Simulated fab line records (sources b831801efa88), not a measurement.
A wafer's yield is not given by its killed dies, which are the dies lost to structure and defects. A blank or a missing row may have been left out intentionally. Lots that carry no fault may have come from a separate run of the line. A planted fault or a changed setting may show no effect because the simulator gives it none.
fab line records | flow sky130
[record] lots = 5 wafers = 15 last-day = 49
route steps=708 shown VIA4@643 METAL5@661 PASSIVATION@681 PAD_OPEN@708
lots with no fault: from the same line, run without faults
start-h: hours from the record's opening day to when the first of the lot's shown wafers began | wait-h: time in hours since the lot's previous step | " unchanged from the row above | L1.1+2: one row covering several wafers at once | - no value, or no start was given | * or withheld: withheld | < > ~ a bound
route shown NAME@n: names a module that has steps shown in the file, with the first one's number in the route | usual: the fault-free wafers' mean and standard deviation | same: alike in all rows | chamber/n: place in a boat | sites: readings site by site | _std_site: the values' standard deviation | _edge_site: the outer-site mean with the inner-site mean subtracted | radius-mm: how far each site lies from the wafer's centre | mask NAME#n: copy n | behind: the last tool/chamber to shape the wafer | hold: cause of the lot's hold/its duration in hours/its outcome | device: transistor that didn't switch, given as n, p or np | end of line: the tests these same wafers got at the end of their route | where a step has no rows: the recipe by itself | killed: at the first sort, the dies lost to defects and structure; wafer yield is something else | map: a wafer's dies, marking killed ones x, the rest . and places with no die _
set.NAME: setting as actually run; set.NAME@STEP: the setting as run at that earlier step | model.NAME: the simulator's own value behind a step, which no gauge read
lots seen at some steps along the route; tables by step, rows by wafer
[[steps]]
[step SKY_VIA4_DEHYDRATE_04]
[recipe] temp-c = 200 time-s = 60
[step SKY_VIA4_HMDS_05]
[recipe] prime-time-s = 60 prime-temp-c = 120
[step SKY_VIA4_COAT_06]
[recipe] resist = NOVOLAK spin-rpm = 3000 resist-thk-nm = 1140
[step SKY_VIA4_SOFTBAKE_07]
[recipe] temp-c = 90 time-s = 60 resist = NOVOLAK
[step SKY_VIA4_EXPOSE_08]
[recipe] mask-id = VIM4 na = 0.6 source-shape = conventional sigma-outer = 0.6 polarization = unpolarized target-cd-nm = 800 dose-mj = 132
[step SKY_VIA4_PEB_09]
[recipe] temp-c = withheld time-s = * resist = NOVOLAK
[step SKY_VIA4_DEVELOP_10]
[recipe] resist = NOVOLAK developer = TMAH develop-time-s = 60 dev-temp-c = 23
[step SKY_VIA4_ETCH_12]
[recipe] target = SiO2 chemistry = C4F8/O2/Ar stop-on = TiN mask-material = NOVOLAK source-w = 1500 bias-w = 1200 pressure-mtorr = 40 c4f8-flow-sccm = withheld O2_flow_sccm = 6 Ar_flow_sccm = 300 time-s = withheld target-depth-a = 5800
[step SKY_VIA4_STRIP_13]
[recipe] chemistry = O2/N2 power-w = 1400 pressure-mtorr = 1500 platen-temp-c = withheld o2-flow-sccm = 3000 n2-flow-sccm = 300 overash-fraction = 0.5
[step SKY_VIA4_STRIP_14]
[recipe] chemistry = post-etch-residue-remover time-s = 1200 temp-c = 72.5
[step SKY_VIA4_CLEAN_15]
[recipe] chemistry = IPA time-s = 180 temp-c = 25
// columns lot.wafer tool chamber start-h wait-h
L472.1+3+5 wet-bench-04 0 1083.64 0.0
L475.1+2+6 wet-bench-04 3 1089.33 0.0
L478.1+2+5 wet-bench-04 2 1099.79 0.0
L479.2+3+4 wet-bench-04 2 1100.89 0.0
L480.1+2+4 wet-bench-04 3 1105.31 0.0
[step SKY_VIA4_CLEAN_16]
[recipe] chemistry = O3/DIW dry = n2-spin
[step SKY_VIA4_SPUTTER_17]
[recipe] material = TiN target-thk-nm = 20 chamber-pressure-pa = 5 power-w = 4000 time-s = 80
[step SKY_VIA4_CVD_18]
[recipe] material = W target-thk-nm = 505 time-s = 152.14 temp-c = 400 pressure-torr = 40
[step SKY_VIA4_CMP_21]
[recipe] stop-on = SiO2 t-overpolish-s = 25 down-force-psi = 3.5 platen-rpm = 60 target-thk-nm = 0 pad-velocity-m-s = 0.94248
[step SKY_METAL5_SPUTTER_00]
[recipe] material = Ti target-thk-nm = 15 power-w = 3000 time-s = 10 chamber-pressure-pa = 0.4
[step SKY_METAL5_SPUTTER_01]
[recipe] material = TiN target-thk-nm = 20 power-w = 6500 time-s = 16.7 chamber-pressure-pa = 0.4
[step SKY_METAL5_SPUTTER_02]
[recipe] material = AlCu target-thk-nm = 1150 power-w = 10600 time-s = 61.2 chamber-pressure-pa = 0.4
[step SKY_METAL5_SPUTTER_03]
[recipe] material = Ti target-thk-nm = 5 power-w = 3000 time-s = 3.3 chamber-pressure-pa = 0.4
[step SKY_METAL5_SPUTTER_04]
[recipe] material = TiN target-thk-nm = 70 power-w = 6500 time-s = 58.3 chamber-pressure-pa = 0.4
[step SKY_METAL5_DEHYDRATE_07]
[recipe] temp-c = 200 time-s = 60
[step SKY_METAL5_HMDS_08]
[recipe] prime-time-s = 60 prime-temp-c = 120
[step SKY_METAL5_COAT_09]
[recipe] resist = NOVOLAK spin-rpm = 3000 resist-thk-nm = 1800
[step SKY_METAL5_SOFTBAKE_10]
[recipe] temp-c = 90 time-s = 60 resist = NOVOLAK
[step SKY_METAL5_EXPOSE_11]
[recipe] mask-id = MM5 na = 0.6 source-shape = conventional sigma-outer = 0.6 polarization = unpolarized target-cd-nm = 1600 dose-mj = 190
[step SKY_METAL5_PEB_12]
[recipe] temp-c = withheld time-s = * resist = NOVOLAK
[step SKY_METAL5_DEVELOP_13]
[recipe] resist = NOVOLAK developer = TMAH develop-time-s = 60 dev-temp-c = 23
[step SKY_METAL5_DESCUM_14]
[recipe] chemistry = O2 source-power-w = 150 bias-power-w = 0 pressure-mtorr = 10 temp-c = 40 time-s = 11
[step SKY_METAL5_METAL_ETCH_15]
[recipe] target-depth-a = 12600 stop-on = SiO2 over-etch-frac = 0.2 time-s = 252 chemistry = Cl2/BCl3 resist-sidewall-deg = 86 pressure-mtorr = 10 icp-w = 900 bias-w = 48.5 Cl2_flow_sccm = 60 bcl3-flow-sccm = 30
[step SKY_METAL5_STRIP_16]
[recipe] chemistry = O2/N2 power-w = 1400 pressure-mtorr = 1500 platen-temp-c = withheld o2-flow-sccm = 3000 n2-flow-sccm = 300 overash-fraction = 0.5
[step SKY_METAL5_STRIP_17]
[recipe] chemistry = post-etch-residue-remover time-s = 1200 temp-c = 72.5
[step SKY_METAL5_CLEAN_18]
[recipe] chemistry = IPA time-s = 180 temp-c = 25
[step SKY_METAL5_CLEAN_19]
[recipe] chemistry = O3/DIW dry = n2-spin
[step SKY_PASSIVATION_CVD_00]
[recipe] material = SiO2 target-thk-nm = 90 temp-c = 400 time-s = withheld rf-w = 600
[step SKY_PASSIVATION_CVD_02]
[recipe] material = Si3N4 target-thk-nm = 540 temp-c = 400 time-s = withheld rf-w = 450
[step SKY_PAD_OPEN_PROBE_99]
[usual] defect-limited-yield = 82.7/1.9 killed_at_M0_to_M3 = 43/6.8 killed_at_M4_up = 3.0/1.8 killed-at-contacts = 23/5.4 killed-at-front-end = 15/4.4 killed-at-other = 0.3/0.51 killed-dies = 85/9.2 killed-open = 47/6.8 killed-short = 39/6.8 sort_bin_3_pad_short = 0.8/0.43 sort_bin_5_function = 10.3/1.5 sort_bin_6_memory = 6.2/0.96 sort-n-pass = 407/9.2 sort-yield-pct = 82.7/1.9
[same] gross-dies = 492 killed-at-back-side = 0 sort_bin_4_leakage[%] = 0 sort_bin_8_speed[%] = 0
// columns lot.wafer tool chamber start-h wait-h defect-limited-yield[%] killed_at_M0_to_M3 killed_at_M4_up killed-at-contacts killed-at-front-end killed-at-other killed-dies killed-open killed-short sort_bin_3_pad_short[%] sort_bin_5_function[%] sort_bin_6_memory[%] sort-n-pass sort-yield-pct[%] model.etest.tester.sort-n-pass model.etest.tester.sort-yield-pct model.etest.tester.sort_bin_5_pct model.etest.tester.sort_bin_3_pct
L472.1 prober-02 - 1145.92 0.1 80.1 58 5 17 18 0 98 55 43 1.4 12.0 6.5 394 80.1 394 80.08 11.99 1.423
L472.3 prober-02 - 1146.02 0.2 80.7 50 4 26 15 0 95 42 53 0.6 11.6 7.1 397 80.7 397 80.69 11.59 0.6098
L472.5 prober-02 - 1146.12 0.2 82.7 54 1 17 13 0 85 50 35 0.4 12.2 4.7 407 82.7 407 82.72 12.2 0.4065
L475.1 prober-02 - 1152.29 0.1 85.0 43 7 17 7 0 74 47 27 1.0 9.3 4.7 418 85.0 418 84.96 9.35 1.016
L475.2 prober-02 - 1152.34 0.1 82.5 38 4 27 17 0 86 44 42 0.4 11.4 5.7 406 82.5 406 82.52 11.38 0.4065
L475.6 prober-02 - 1152.54 0.2 80.7 50 4 26 14 1 95 46 49 1.0 11.0 7.3 397 80.7 397 80.69 10.98 1.016
L478.1 prober-01 - 1163.38 0.1 76.4 48 26 25 17 0 116 51 42 2.0 13.8 7.7 376 76.4 376 76.42 13.82 2.033
L478.2 prober-01 - 1163.43 0.1 75.2 56 25 29 12 0 122 57 43 1.4 16.3 7.1 370 75.2 370 75.2 16.26 1.423
L478.5 prober-01 - 1163.58 0.2 75.8 52 30 23 14 0 119 50 44 2.2 14.4 7.5 373 75.8 373 75.81 14.43 2.236
L479.2 prober-02 - 1164.33 0.1 79.9 51 20 8 20 0 99 43 37 2.2 11.4 6.5 393 79.9 393 79.88 11.38 2.236
L479.3 prober-02 - 1164.38 0.2 78.5 40 24 30 12 0 106 59 25 2.2 12.8 6.5 386 78.5 386 78.46 12.8 2.236
L479.4 prober-02 - 1164.43 0.2 80.1 43 27 15 13 0 98 32 40 2.2 12.8 4.9 394 80.1 394 80.08 12.8 2.236
L480.1 prober-01 - 1166.24 0.1 74.8 53 39 19 13 0 124 41 49 3.3 13.2 8.7 368 74.8 368 74.8 13.21 3.252
L480.2 prober-01 - 1166.29 0.1 80.9 29 27 26 12 0 94 33 34 1.8 12.0 5.3 398 80.9 398 80.89 11.99 1.829
L480.4 prober-01 - 1166.39 0.2 73.4 49 38 22 22 0 131 53 47 3.3 16.5 6.9 361 73.4 361 73.37 16.46 3.252
// killed by level:class
L472.1 VIA1:geometric-particle:open=16 VIA2:geometric-particle:open=13 FIELD_ISO:geometric-particle:open=9 VIA1:geometric-particle:short=7 METAL1:geometric-particle:short=5 LOCAL_INTERCONNECT:geometric-particle:short=5 VIA3:geometric-particle:open=5 METAL2:geometric-particle:short=5
L472.3 VIA1:geometric-particle:open=13 METAL1:geometric-particle:short=8 LI_CONTACT:geometric-particle:open=7 CONTACT:geometric-particle:short=7 VIA1:geometric-particle:short=7 METAL2:geometric-particle:short=6 VIA2:geometric-particle:open=6 LOCAL_INTERCONNECT:geometric-particle:short=5
L472.5 VIA1:geometric-particle:open=16 VIA1:geometric-particle:short=7 CONTACT:geometric-particle:short=5 CONTACT:geometric-particle:open=5 VIA2:geometric-particle:short=5 VIA2:geometric-particle:open=5 VIA3:geometric-particle:open=5 METAL1:geometric-particle:short=4
L475.1 VIA1:geometric-particle:open=15 VIA3:geometric-particle:open=7 METAL2:geometric-particle:short=6 LI_CONTACT:geometric-particle:open=6 METAL4:geometric-particle:short=5 METAL2:geometric-particle:open=5 CONTACT:geometric-particle:short=4 FIELD_ISO:geometric-particle:open=3
L475.2 VIA1:geometric-particle:open=10 LI_CONTACT:geometric-particle:open=7 LI_CONTACT:geometric-particle:short=6 CONTACT:geometric-particle:open=6 VIA1:geometric-particle:short=6 POLY_GATE:geometric-particle:short=5 VIA3:geometric-particle:open=5 FIELD_ISO:geometric-particle:open=4
L475.6 VIA1:geometric-particle:open=11 METAL1:geometric-particle:short=9 VIA2:geometric-particle:open=8 CONTACT:geometric-particle:open=6 LI_CONTACT:geometric-particle:short=6 LOCAL_INTERCONNECT:geometric-particle:short=6 METAL2:geometric-particle:short=6 LI_CONTACT:geometric-particle:open=5
L478.1 VIA4:unspecified=23 VIA1:geometric-particle:open=11 VIA2:geometric-particle:open=10 LI_CONTACT:geometric-particle:open=8 CONTACT:geometric-particle:open=8 FIELD_ISO:geometric-particle:short=7 VIA3:geometric-particle:open=7 METAL1:geometric-particle:short=6
L478.2 VIA4:unspecified=22 VIA1:geometric-particle:open=13 LI_CONTACT:geometric-particle:open=10 CONTACT:geometric-particle:open=9 METAL2:geometric-particle:short=9 VIA1:geometric-particle:short=8 VIA2:geometric-particle:open=8 VIA3:geometric-particle:open=7
L478.5 VIA4:unspecified=25 VIA1:geometric-particle:open=15 LI_CONTACT:geometric-particle:open=9 METAL1:geometric-particle:short=8 VIA1:geometric-particle:short=8 VIA3:geometric-particle:open=8 CONTACT:geometric-particle:short=6 CONTACT:geometric-particle:open=5
L479.2 VIA4:unspecified=19 VIA1:geometric-particle:open=16 FIELD_ISO:geometric-particle:open=6 METAL1:geometric-particle:short=6 VIA2:geometric-particle:open=6 VIA3:geometric-particle:short=6 METAL2:geometric-particle:short=5 POLY_GATE:geometric-particle:open=4
L479.3 VIA4:unspecified=22 CONTACT:geometric-particle:open=15 VIA1:geometric-particle:open=10 LI_CONTACT:geometric-particle:open=10 VIA2:geometric-particle:open=10 FIELD_ISO:geometric-particle:open=5 METAL3:geometric-particle:short=5 VIA1:geometric-particle:short=4
L479.4 VIA4:unspecified=26 VIA1:geometric-particle:open=10 METAL2:geometric-particle:short=7 VIA3:geometric-particle:open=6 METAL1:geometric-particle:short=6 CONTACT:geometric-particle:open=5 FIELD_ISO:geometric-particle:short=4 LOCAL_INTERCONNECT:geometric-particle:short=4
L480.1 VIA4:unspecified=34 METAL3:geometric-particle:short=10 VIA1:geometric-particle:open=9 METAL2:geometric-particle:short=8 CONTACT:geometric-particle:open=6 VIA2:geometric-particle:open=6 FIELD_ISO:geometric-particle:open=5 VIA3:geometric-particle:open=5
L480.2 VIA4:unspecified=27 CONTACT:geometric-particle:open=11 LOCAL_INTERCONNECT:geometric-particle:short=5 VIA1:geometric-particle:short=5 VIA2:geometric-particle:open=5 FIELD_ISO:geometric-particle:short=4 METAL2:geometric-particle:short=4 CONTACT:geometric-particle:short=4
L480.4 VIA4:unspecified=31 CONTACT:geometric-particle:open=10 METAL1:geometric-particle:short=8 VIA1:geometric-particle:open=8 METAL2:geometric-particle:short=7 FIELD_ISO:geometric-particle:short=6 METAL1:geometric-particle:open=6 LI_CONTACT:geometric-particle:open=5
// map L478.2 (x killed, . not)
__________x..x.....x_________
________.x......x...x._______
______...xx.......x....._____
_____.x....x..x.x..x..x..____
____.......x.....x....x...___
___.x.....x.....x...x.x....__
__x.x.........x..x....x....._
_...x...x.x...x....x......x..
_........x.....xxx..x....x...
_....x................x......
_.........x..xx.x..xx..x.....
_..x..xxx.x.x....x........x.x
_.x.....xx...x...x......x.x..
_.................x.xxxx.....
_..x.xx.....x.............x.x
__...x.x.......xx..x.......x_
___xxx...x.x......x....x...__
____x.....x..........xxxx.___
_____....x...xxx..x.xxxxx____
______...x.......xxxxxxx_____
________.....x...xxxxx_______
__________....x..x.x_________
// map L479.3 (x killed, . not)
__________x.....xxx._________
________...x....xx...._______
______....x.x..x........_____
_____..........x.........____
____xx..............x.....___
___.........x............x.__
__...........x.x.x..x.....x._
_x.....x.........x.x.........
_...x.x.....x..xx.x......x.xx
_....x....x.xx..x....x.......
_......x........x.....x..x...
_...xx...........x.x..x......
_.......x................x.x.
_...x..x.x...x..x..x.x.....xx
_......x.......xx............
__.xxx........xx.x.........._
___.x...xx..x........x.....__
____................x..xx.___
_____...x..........xxxxxx____
______..x...x....xxxxxxx_____
________.xx.xx....xxxx_______
__________..x....xxx_________
[[key]]
[first-sign] step = SKY_PAD_OPEN_PROBE_99 reading = killed_at_M4_up direction = up sigmas = 14 usual = 3.0 struck = 28.4
[effect] step = SKY_PAD_OPEN_PROBE_99 reading = sort_bin_3_pad_short direction = up sigmas = 3.4 usual = 0.8 struck = 2.3 wafers-moved = 8
[model-effect] step = SKY_PAD_OPEN_PROBE_99 value = etest.tester.sort-n-pass without = 401.4 struck = 379.9
met-at SKY_VIA4_CLEAN_15
struck-wafers L478.1,L478.2,L478.5,L479.2,L479.3,L479.4,L480.1,L480.2,L480.4
onset-between 1089.33 1099.79
also-fits time
[fault] kind = chamber-particle-source tool = wet-bench-04 chamber = - onset-h = 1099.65 steps = SKY_VIA4_CLEAN_15 rate-per-visit-cm2 = 1.1552 end-h = 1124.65
